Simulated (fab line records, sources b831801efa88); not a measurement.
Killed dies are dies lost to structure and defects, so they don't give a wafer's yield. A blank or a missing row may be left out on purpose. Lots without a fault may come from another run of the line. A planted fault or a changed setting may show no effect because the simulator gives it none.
Problem report in the 8D (eight disciplines) form, filled by code | flow gf180mcu | the parts of the form that need people (team, actions taken, sign-off) are left out

1. THE PROBLEM
V3_CVD_02_THK at GF_V3_THK_MEAS_03 reads a mean of 959 nm on 6 wafers of 2 lots; wafers without a fault read 842 nm with a standard deviation of 14. That is +8.3 standard deviations from the usual mean.
First seen on wafer L429.2, day 26 09:46, on film_metro-01. The record holds 33 wafers of 11 lots with a number at this step. Rule for "out", or "out of limits": more than 4 standard deviations from the usual mean. The other wafers with a number count as sound.

2. WHAT IT IS AND WHAT IT IS NOT
question                    | is                           | is not
which readings at this step | V3_CVD_02_THK                | -
which lots                  | L429, L430                   | L416, L417, L420, L422, L425, L427, L433, L437, L438
which wafers of those lots  | all that have a number       | -
read on which gauges        | film_metro-01, film_metro-04 | film_metro-02
when                        | from day 26 09:46            | up to then (18 sound wafers); but 9 sound wafers of L433, L437, L438 came after

3. SUSPECTS, AND WHAT RULES EACH OUT
Counting: a tool at a process step up to the reading stays a suspect if it ran every lot that is out and no sound lot after the first of them.
- the gauge at GF_V3_THK_MEAS_03: ruled out. The wafers that are out were read on 2 gauges (film_metro-01, film_metro-04).
- pecvd-04 at GF_V3_CVD_02 (deposits SiO2 from TEOS, target thk 850 nm, time 94.851 s): kept. It ran every lot that is out, first L429 (day 26 09:41), and no sound lot after that; its last sound lot up to then is L427 (day 25 16:25).
Left after counting: pecvd-04 at GF_V3_CVD_02.

4. THE CAUSE (what the simulator had put in)
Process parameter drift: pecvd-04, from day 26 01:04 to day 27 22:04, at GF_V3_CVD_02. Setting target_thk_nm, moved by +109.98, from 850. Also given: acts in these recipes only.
Counting left only this tool.

5. THE CHAIN OF EFFECTS, in route order
Each row: a reading whose mean over the struck wafers that have a number lies more than 3 standard deviations from the usual. Only readings for which the record gives a usual standard deviation are gone through. hours: the time from each lot's start at the first step in this table that gives one to its start at this step, as a median over the lots. sigmas: the change in usual standard deviations.
hours | step              | reading            | usual  | on struck wafers | change | sigmas
0     | GF_V3_THK_MEAS_03 | V3_CVD_02_THK      | 842 nm | 959              | +117   | +8.3
0     | GF_V3_CMP_04      | time_to_endpoint_s | 77 s   | 116              | +39    | +5.9
The process steps in it:
- GF_V3_CMP_04: polishes SiO2.
Later measuring or inspecting steps at which every struck wafer that the step has a row for has a number for every such reading, and none has moved that far: GF_V3_CD_MEAS_14.

6. WHAT WOULD HAVE CAUGHT IT SOONER
In this record the first reading out of limits at a measuring or inspecting step was taken at day 26 09:46, 9 hours after the fault began at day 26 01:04.
Of the tool readings at GF_V3_CVD_02 for which the record gives a usual standard deviation, none was out on any struck wafer, so an alarm limit of 4 standard deviations on them would not have fired.
Of the lots that are out (2), L430 began GF_V3_CVD_02 on pecvd-04 after day 26 09:46. A hold on the tool at that time would have spared it.
